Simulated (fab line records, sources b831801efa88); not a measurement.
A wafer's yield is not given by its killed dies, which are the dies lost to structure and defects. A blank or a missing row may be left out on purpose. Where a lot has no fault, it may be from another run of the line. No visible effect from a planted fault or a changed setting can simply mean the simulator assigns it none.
Shared-tool check	flow sky130	Sample size 10 lots and 30 wafers

== WHY THIS WAS OPENED ==
Of 10 lots, 3 have the reading VIA4_HDPCVD_THK flagged at SKY_VIA4_THK_MEAS_01. Wafers without a fault read 1764 nm, standard deviation 23.
Rule: a lot is flagged in two cases, either no wafer of it has a number, or all its wafers with numbers fall more than 4 standard deviations from that mean. As for the other lots, they are considered sound.

lot	measured	on	VIA4_HDPCVD_THK (nm), wafer by wafer	flag
L614	day 42 10:41	film_metro-02	1787 1775 1786	
L619	day 43 14:23	film_metro-02	1749 1775 1772	
L620	day 43 20:43	film_metro-03	1758 1747 1808	
L622	day 44 08:29	film_metro-02	1795 1774 1741	
L626	day 45 09:07	film_metro-04	1786 1783 1773	
L629	day 46 03:21	film_metro-02	2653 2618 2626	FLAGGED
L630	day 46 08:33	film_metro-03	2626 2636 2655	FLAGGED
L631	day 46 12:36	film_metro-02	2678 2672 2675	FLAGGED
L632	day 46 23:28	film_metro-03	1732 1765 1737	
L636	day 47 18:36	film_metro-02	1743 1741 1743	
The mean of the flagged lots' numbers is 2649 nm, +885 nm from the usual (+38 standard deviations).

== TOOL THAT RAN EACH LOT ==
Before the reading, the record contains 4 process steps out of a 708-step route. Each cell gives the tool, then ch followed by the chambers the sampled wafers passed through, then the start.
lot	flag	SKY_METAL2_ETCH_18	SKY_METAL2_METAL_ETCH_19	SKY_VIA2_CMP_02	SKY_VIA4_HDPCVD_00
L614		rie_metal-04 ch 0,1, day 35 16:28	rie_metal-04 ch 0,1, day 35 16:32	cmp-01 ch 0,3, day 35 17:23	hdpcvd-01 ch 1,2, day 42 10:30
L619		rie_metal-03 ch 0,1, day 37 02:25	rie_metal-03 ch 0,1, day 37 02:29	cmp-01 ch 1,2,3, day 37 03:21	hdpcvd-01 ch 1,2, day 43 14:11
L620		rie_metal-04 ch 1, day 37 08:38	rie_metal-04 ch 1, day 37 08:46	cmp-02 ch 1,2,3, day 37 09:46	hdpcvd-02 ch 0,1,2, day 43 20:32
L622		rie_metal-04 ch 0,1, day 37 21:28	rie_metal-04 ch 0,1, day 37 21:32	cmp-02 ch 0,1,2, day 37 22:24	hdpcvd-01 ch 0,1,2, day 44 08:18
L626		rie_metal-03 ch 1, day 38 23:23	rie_metal-03 ch 1, day 38 23:28	cmp-02 ch 2,3, day 39 00:41	hdpcvd-01 ch 0,2, day 45 08:56
L629	FLAGGED	rie_metal-01 ch 0,1, day 39 20:56	rie_metal-01 ch 0,1, day 39 21:01	cmp-01 ch 0,1, day 39 21:58	hdpcvd-01 ch 0,1, day 46 03:10
L630	FLAGGED	rie_metal-01 ch 0,1, day 40 03:22	rie_metal-01 ch 0,1, day 40 03:26	cmp-01 ch 1,2,3, day 40 04:22	hdpcvd-01 ch 0,1, day 46 08:22
L631	FLAGGED	rie_metal-03 ch 0,1, day 40 08:35	rie_metal-03 ch 0,1, day 40 08:40	cmp-01 ch 0,3, day 40 09:32	hdpcvd-01 ch 0,2, day 46 12:25
L632		rie_metal-04 ch 0,1, day 40 21:27	rie_metal-04 ch 0,1, day 40 21:31	cmp-01 ch 0,1,2, day 40 22:28	hdpcvd-02 ch 0,1,2, day 46 23:17
L636		rie_metal-04 ch 0,1, day 41 21:55	rie_metal-04 ch 0,1, day 41 21:59	cmp-02 ch 0,2,3, day 41 22:53	hdpcvd-02 ch 0,1, day 47 18:25
What is done by these steps:
- SKY_METAL2_ETCH_18: etches BARC in N2/H2, stops on SiO2, time 45.9 s, target depth 60 nm.
- SKY_METAL2_METAL_ETCH_19: etches the open film in Cl2/BCl3, stops on SiO2, target depth 360 nm, time 78 s.
- SKY_VIA2_CMP_02: polishes SiO2.
- SKY_VIA4_HDPCVD_00: deposits SiO2, target thk 1750 nm, time 291.7 s.
- SKY_VIA4_THK_MEAS_01

== FLAGGED OVER TOTAL, TOOL BY TOOL (the gauges that took the reading come last) ==
step	tool	lots run	flagged	share of the flagged lots	sound lots run after its first flagged lot
SKY_METAL2_ETCH_18	rie_metal-01	2	2	some	0
SKY_METAL2_ETCH_18	rie_metal-03	3	1	some	0
SKY_METAL2_ETCH_18	rie_metal-04	5	0	none	-
SKY_METAL2_METAL_ETCH_19	rie_metal-01	2	2	some	0
SKY_METAL2_METAL_ETCH_19	rie_metal-03	3	1	some	0
SKY_METAL2_METAL_ETCH_19	rie_metal-04	5	0	none	-
SKY_VIA2_CMP_02	cmp-01	6	3	all	1 (L632)
SKY_VIA2_CMP_02	cmp-02	4	0	none	-
SKY_VIA4_HDPCVD_00	hdpcvd-01	7	3	all	0
SKY_VIA4_HDPCVD_00	hdpcvd-02	3	0	none	-
SKY_VIA4_THK_MEAS_01	film_metro-02	6	2	some	1 (L636)
SKY_VIA4_THK_MEAS_01	film_metro-03	3	1	some	1 (L632)
SKY_VIA4_THK_MEAS_01	film_metro-04	1	0	none	-

== THE TABLE: WHAT IT ALLOWS ==
cmp-01 at SKY_VIA2_CMP_02 and hdpcvd-01 at SKY_VIA4_HDPCVD_00 are the 2 rows of the table that ran each flagged lot.
- cmp-01 at SKY_VIA2_CMP_02: 3 of its 6 lots flagged. After the first flagged lot (L632), sound lots still ran on it; a lasting fault on the whole tool would not permit that.
- hdpcvd-01 at SKY_VIA4_HDPCVD_00: 3 of its 7 lots flagged. It ran its last sound lot, L626, at day 45 08:56 and its first flagged lot, L629, at day 46 03:10: a fault with its onset between the two fits. Its own readings (sih4_flow_sccm) fall more than 4 standard deviations out on all wafers of the flagged lots.
Left over: one tool, hdpcvd-01 at SKY_VIA4_HDPCVD_00.

== WHAT WAS PUT IN BY THE SIMULATOR ==
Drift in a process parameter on hdpcvd-01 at SKY_VIA4_HDPCVD_00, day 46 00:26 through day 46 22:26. From 60, the setting sih4_flow_sccm moved by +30. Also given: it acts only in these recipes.
Lots struck among those shown: L629, L630, L631. This agrees with what the rule above found.
